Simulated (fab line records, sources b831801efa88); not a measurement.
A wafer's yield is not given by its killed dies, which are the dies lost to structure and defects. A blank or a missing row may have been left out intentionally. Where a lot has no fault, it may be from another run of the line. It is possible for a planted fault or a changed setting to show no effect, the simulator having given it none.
Which tool did it? ; flow gf180mcu ; 42 wafers from 14 lots sampled at 4 of the route's 602 steps

WHAT THE GAUGES SHOWED, per wafer
No reading from a measuring or inspecting step in the record can be judged against a usual standard deviation.

EACH LOT AND THE TOOL THAT RAN IT (in order: tool; ch and the chambers of the sampled wafers; start)
lot;GF_M4_SPUTTER_02;GF_M4_METAL_ETCH_16;GF_V4_CMP_04;GF_V4_SPUTTER_22
L780;pvdSputter-04, day 22 15:35;rieMetal-02 ch 0,1, day 23 15:06;cmp-02 ch 0,1,3, day 23 16:02;pvdSputter-03, day 24 15:47
L781;pvdSputter-02, day 23 02:54;rieMetal-03 ch 0, day 24 01:48;cmp-02 ch 0,1,3, day 24 02:54;pvdSputter-03, day 25 02:25
L782;pvdSputter-01, day 23 09:43;rieMetal-04 ch 0,1, day 24 07:51;cmp-02 ch 1,2,3, day 24 08:46;pvdSputter-04, day 25 07:50
L783;pvdSputter-02, day 23 21:27;rieMetal-03 ch 0,1, day 24 19:55;cmp-01 ch 0,1,2, day 24 21:12;pvdSputter-03, day 25 20:20
L784;pvdSputter-04, day 24 08:04;rieMetal-02 ch 0,1, day 25 05:48;cmp-02 ch 0,1,3, day 25 06:47;pvdSputter-01, day 26 04:22
L786;pvdSputter-04, day 25 00:32;rieMetal-03 ch 1, day 25 21:55;cmp-02 ch 0,1, day 25 22:58;pvdSputter-01, day 26 20:54
L788;pvdSputter-02, day 25 17:13;rieMetal-04 ch 0,1, day 26 14:53;cmp-02 ch 0,3, day 26 15:51;pvdSputter-01, day 27 13:20
L790;pvdSputter-02, day 26 08:41;rieMetal-02 ch 0, day 27 05:49;cmp-02 ch 0,2,3, day 27 06:43;pvdSputter-03, day 28 04:32
L797;pvdSputter-04, day 28 16:30;rieMetal-03 ch 0,1, day 29 11:43;cmp-02 ch 0,1,2, day 29 12:43;pvdSputter-03, day 30 08:20
L798;pvdSputter-01, day 28 16:53;rieMetal-04 ch 1, day 29 12:06;cmp-01 ch 0,1,2, day 29 13:07;pvdSputter-04, day 30 08:35
L799;pvdSputter-04, day 29 00:59;rieMetal-02 ch 0,1, day 29 19:55;cmp-02 ch 1,2,3, day 29 20:55;pvdSputter-01, day 30 16:22
L800;pvdSputter-02, day 29 07:39;rieMetal-04 ch 0,1, day 30 03:06;cmp-01 ch 0,1, day 30 04:02;pvdSputter-01, day 30 23:10
L801;pvdSputter-04, day 29 15:56;rieMetal-04 ch 0,1, day 30 10:18;cmp-02 ch 1,2,3, day 30 11:26;pvdSputter-03, day 31 06:26
L802;pvdSputter-01, day 29 23:10;rieMetal-02 ch 0,1, day 30 17:13;cmp-01 ch 0,2,3, day 30 18:08;pvdSputter-04, day 31 13:14
- GF_M4_SPUTTER_02: material AlCu, target thk 450 nm, time 23.9 s.
- GF_M4_METAL_ETCH_16: etches the open film in Cl2/BCl3, stops on SiO2, target depth 627.5 nm, time 104.6 s.
- GF_V4_CMP_04: polishes SiO2.
- GF_V4_SPUTTER_22: material TiN, target thk 10 nm, time 40 s.

WHAT THE TOOLS THEMSELVES READ (means of the sampled wafers that have a number; where no wafer has one, the mark that the record gives instead)
GF_M4_SPUTTER_02.
lot;tool;cathodeDcPowerW (W);chamberPressurePa (Pa);throttleValvePct (%)
L780;pvdSputter-04;10599;0.4007;29.3
L781;pvdSputter-02;10600;0.3998;30.4
L782;pvdSputter-01;10599;0.4003;30.3
L783;pvdSputter-02;10598;0.3999;29.9
L784;pvdSputter-04;10600;0.4005;28.8
L786;pvdSputter-04;10601;0.4000;29.9
L788;pvdSputter-02;10600;0.3995;31.0
L790;pvdSputter-02;10600;0.4004;30.4
L797;pvdSputter-04;10598;0.3998;28.9
L798;pvdSputter-01;10600;0.3999;30.8
L799;pvdSputter-04;10601;0.3997;28.7
L800;pvdSputter-02;10601;0.4001;30.3
L801;pvdSputter-04;10601;0.4002;28.6
L802;pvdSputter-01;10601;0.4002;29.6

GF_M4_METAL_ETCH_16.
lot;tool;drypumpMotorCurrentA (A);mfcCl2Sccm (sccm);oesProductAu (a.u.);throttleValvePct (%)
L780;rieMetal-02;5.6;79.82;0.969;28.259
L781;rieMetal-03;6.0;80.15;0.967;28.261
L782;rieMetal-04;5.5;79.95;0.964;28.257
L783;rieMetal-03;6.0;79.90;0.971;28.256
L784;rieMetal-02;5.5;79.85;0.970;28.257
L786;rieMetal-03;6.2;79.81;0.971;28.253
L788;rieMetal-04;5.5;79.73;0.972;28.247
L790;rieMetal-02;6.3;79.91;0.979;28.243
L797;rieMetal-03;6.1;80.17;0.968;28.250
L798;rieMetal-04;5.1;80.12;0.965;28.252
L799;rieMetal-02;5.6;80.28;0.971;28.248
L800;rieMetal-04;5.9;80.11;0.977;28.255
L801;rieMetal-04;6.0;79.95;0.976;28.241
L802;rieMetal-02;5.9;80.00;0.968;28.251

GF_V4_CMP_04.
lot;tool;motorCurrentA (A);timeToEndpointS (s)
L780;cmp-02;11.5;81
L781;cmp-02;11.7;78
L782;cmp-02;13.0;84
L783;cmp-01;11.7;80
L784;cmp-02;11.4;80
L786;cmp-02;11.3;76
L788;cmp-02;10.8;84
L790;cmp-02;11.8;83
L797;cmp-02;11.8;84
L798;cmp-01;12.0;82
L799;cmp-02;12.4;78
L800;cmp-01;12.6;88
L801;cmp-02;12.4;91
L802;cmp-01;13.0;80

GF_V4_SPUTTER_22.
lot;tool;cathodeDcPowerW (W);chamberPressurePa (Pa);throttleValvePct (%)
L780;pvdSputter-03;3999.2;4.998;30.8
L781;pvdSputter-03;3999.8;4.995;29.8
L782;pvdSputter-04;3999.1;5.001;29.0
L783;pvdSputter-03;4000.6;5.004;30.2
L784;pvdSputter-01;4000.0;5.009;29.9
L786;pvdSputter-01;3999.2;5.002;29.6
L788;pvdSputter-01;3999.6;5.002;30.3
L790;pvdSputter-03;3999.7;4.996;30.2
L797;pvdSputter-03;-;-;-
L798;pvdSputter-04;-;-;-
L799;pvdSputter-01;3999.7;5.011;29.7
L800;pvdSputter-01;4000.1;4.998;30.1
L801;pvdSputter-03;3999.6;5.005;31.2
L802;pvdSputter-04;3999.3;5.000;29.7

THE ANSWER, worked out from the rows above alone
Rule: the lots themselves supply what counts as usual. The widest of any qualifying gaps counts: lots, ordered by their means at a reading, are off when they make up no more than a third of the lots, leave a main group of 4 or more, and stand apart from it by 3 or more times the standard deviation of that group's means. A main group whose means are all the same, to the digits that the tables above print for the reading, isn't used. Also off: a lot with no number at a reading for which 4 or more lots have one. Where the step has rows for the other lots, those lots are counted as sound. After the gauges, taken in route order, come the tools' own readings; for these a lot's mean is taken, as printed above. At the first step where some lot is off, the reading lying furthest off is the one used; lots without a number count as furthest.
Off at GF_V4_SPUTTER_22 (cathodeDcPowerW): L797, L798. Without a number there: L797, L798. For the main group the mean is 3999.7 W and the standard deviation 0.42.
If a tool, at that step or one of the process steps before it, ran each lot that is off and ran no sound lot following the first of them, it fits. Of those tried, none fits.

WHAT HAD BEEN PUT IN BY THE SIMULATOR
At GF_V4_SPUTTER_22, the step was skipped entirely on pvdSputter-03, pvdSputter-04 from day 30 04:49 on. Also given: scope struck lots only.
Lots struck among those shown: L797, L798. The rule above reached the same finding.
